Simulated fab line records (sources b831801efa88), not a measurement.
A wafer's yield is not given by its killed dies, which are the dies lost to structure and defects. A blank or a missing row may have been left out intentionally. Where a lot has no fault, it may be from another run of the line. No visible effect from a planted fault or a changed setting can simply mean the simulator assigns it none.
A lot that was struck, set against a sound lot -- flow sky130 -- 16 steps out of a route of 708
Sound: these wafers, L222.2, L222.4, L222.6. The struck wafers were L214.3, L214.4, L214.5. The cause is given at the end.
Order at every step that has rows: each side's tool, ch and its chambers, its first start. Under that, the readings that differ: sound wafers -- struck wafers -- difference of the means -- sigmas: that difference in standard deviations of wafers without a fault.
alike: readings with means less than 2 such deviations apart, plus words and numbers identical on both sides. not compared: withheld readings, readings lacking a value on some wafer, bounds such as >300 that could conceal the same value, and numbers that have no deviation in the record and whose values overlap.
Wherever a step has rows on one side only, a row that says differs or no value, or a row with sigmas, the two part there. Numbers that have no deviation but don't overlap get no sigmas and don't part them. A reading missing from all wafers of one side parts the sides only when that side holds two or more wafers.

first, 4 steps without rows for these wafers: SKY_LDD_N_IMPLANT_12; SKY_LDD_N_IMPLANT_13; SKY_LDD_N_IMPLANT_14; SKY_LDD_N_IMPLANT_15.
SKY_LDD_N_STRIP_16: strips in O2/N2.
  sound on plasma_asher-02 ch 0,1, day 24 10:34; struck on plasma_asher-01 ch 0,1, day 21 19:27
  alike: drypump_motor_current_A, oes_product_au, strip_time_to_endpoint_s
  not compared: rf_hours_counter_h
SKY_LDD_N_TW_MEAS_17:
  sound on film_metro-01, day 24 10:41; struck on film_metro-01, day 21 19:32
  alike: LDD_N_TW
then, 6 steps without rows for these wafers: SKY_LDD_P_DEHYDRATE_00 (time 60 s); SKY_LDD_P_HMDS_01 (prime time 60 s); SKY_LDD_P_COAT_02 (resist thk 1140 nm); SKY_LDD_P_SOFTBAKE_03 (time 60 s); SKY_LDD_P_EXPOSE_04 (exposes mask PSDM, target cd 380 nm); SKY_LDD_P_PEB_05.
SKY_LDD_P_DEVELOP_06: develop time 60 s.
  sound on litho_track-04 ch 0, day 25 16:17; struck on litho_track-01 ch 0, day 23 02:02
  alike: chill_plate_temp_C
SKY_LDD_P_CD_MEAS_07: target cd 380 nm.
  sound on cd_sem-02, day 25 16:28; struck on cd_sem-02, day 23 02:10
reading,sound,struck,difference,sigmas
cd_nm (nm),381.2 381.2 381.6,296.1 298.4 298.1,-83.8,-30
SKY_LDD_P_OVL_MEAS_08:
  sound on overlay-01, day 25 16:35; struck on overlay-02, day 23 02:16
  alike: LDD_P_OVL
SKY_PAD_OPEN_PROBE_99:
  sound wafers here have rows in the record (prober-01, day 50 00:22); struck ones have none

== WHERE THEY PART ==
At SKY_LDD_P_CD_MEAS_07 first; at SKY_PAD_OPEN_PROBE_99 last (within this record only).

WHY: the cause the simulator had injected
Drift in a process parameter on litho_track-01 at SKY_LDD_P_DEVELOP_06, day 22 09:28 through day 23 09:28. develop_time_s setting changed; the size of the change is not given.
